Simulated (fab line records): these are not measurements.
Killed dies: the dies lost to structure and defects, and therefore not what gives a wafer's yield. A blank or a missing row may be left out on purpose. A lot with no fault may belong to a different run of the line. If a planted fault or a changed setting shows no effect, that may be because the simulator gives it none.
2 desks looking at one fault | flow gf180mcu | each desk has only its own numbers; what lay behind them comes last

AT THE TOOL OWNER'S DESK: lpcvd-02
The tool's own readings at GF_POLY_GATE_CVD_00 (deposits poly-Si, target thk 200 nm, time 1200 s): means of the sampled wafers that have a number, for each lot that ran on this tool. Marked OUT: a lot whose mean sits more than 4 standard deviations from the usual mean, which makes it out of limits; the brackets give that distance.
Columns: A = pressureMtorr at GF_POLY_GATE_CVD_00, usual 200.1 mTorr; B = spikeTcTopC at GF_POLY_GATE_CVD_00, usual 641 C; C = zonePowerBottomPct at GF_POLY_GATE_CVD_00, usual 13.4 %
lot  | first seen here | A                       | B   | C
L436 | day 8 11:57     | 200.1                   | 644 | 13.1
L437 | day 8 18:33     | 200.6                   | 639 | 12.9
L438 | day 8 22:26     | 200.5                   | 638 | 12.9
L441 | day 10 03:40    | 200.2                   | 644 | 13.3
L445 | day 11 06:14    | 200.4                   | 644 | 13.1
L446 | day 11 11:17    | 200.0                   | 644 | 13.1
L447 | day 11 20:36    | 200.1                   | 639 | 12.8
L448 | day 12 02:12    | 240.2 (+99 or more) OUT | 638 | 12.9
L451 | day 12 22:21    | 239.6 (+99 or more) OUT | 644 | 13.1
This desk finds L448, L451 out of limits, L448 being first, at day 12 02:12 (pressureMtorr at GF_POLY_GATE_CVD_00). In limits: L436, L437, L438, L441, L445, L446, L447.

METROLOGY DESK
Lot by lot, what the gauges showed, no matter which tool ran the lot: averages of those sampled wafers that carry a number. Marked OUT: a lot whose mean sits more than 4 standard deviations from the usual mean, which makes it out of limits; the brackets give that distance.
Columns: A = VT_IMPLANT_2_TW at GF_VT_IMPLANT_TW_MEAS_21, usual 1215; B = POLY_GATE_CVD_00_THK at GF_POLY_GATE_THK_MEAS_01, usual 199.7 nm; C = NSD_OVL at GF_NSD_OVL_MEAS_08, usual -1.3 nm
lot  | first seen here | A    | B               | C
L436 | day 6 08:11     | 1216 | 204.4           | -2.3
L437 | day 6 12:58     | 1224 | 201.9           | -0.5
L438 | day 6 16:53     | 1213 | 201.6           | -2.6
L439 | day 7 01:49     | 1213 | 198.3           | -0.8
L440 | day 7 06:20     | 1214 | 197.7           | -1.4
L441 | day 7 19:16     | 1210 | 200.5           | 0.6
L443 | day 8 04:55     | 1222 | 196.0           | -3.5
L444 | day 8 10:38     | 1226 | 199.3           | -0.7
L445 | day 8 19:37     | 1212 | 201.5           | -0.8
L446 | day 8 23:59     | 1215 | 200.8           | 1.2
L447 | day 9 07:49     | 1216 | 201.1           | -0.2
L448 | day 9 14:51     | 1217 | 219.0 (+10) OUT | -3.2
L451 | day 10 07:13    | 1217 | 220.1 (+11) OUT | -1.6
L458 | day 12 04:49    | 1215 | 197.6           | -1.6
This desk finds L448, L451 out of limits, with the earliest case on L448 at day 12 03:33 (POLY_GATE_CVD_00_THK at GF_POLY_GATE_THK_MEAS_01). In limits: L436, L437, L438, L439, L440, L441, L443, L444, L445, L446, L447, L458.

BROUGHT TOGETHER
At day 12 02:12, on L448, L451, the tool owner's desk was in a position to raise an alarm.
The metrology desk could have raised an alarm at day 12 03:33, on L448, L451.
Every lot named ran GF_POLY_GATE_CVD_00 on lpcvd-02.

WHAT THE SIMULATOR HAD PUT IN
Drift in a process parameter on lpcvd-02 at GF_POLY_GATE_CVD_00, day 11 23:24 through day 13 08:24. Setting pressureMtorr, moved by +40, from 200. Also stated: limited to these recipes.
Lots struck among those shown: L448, L451.
Fault start to first reading out of limits, in hours, per desk: tool owner, 3; metrology, 4.
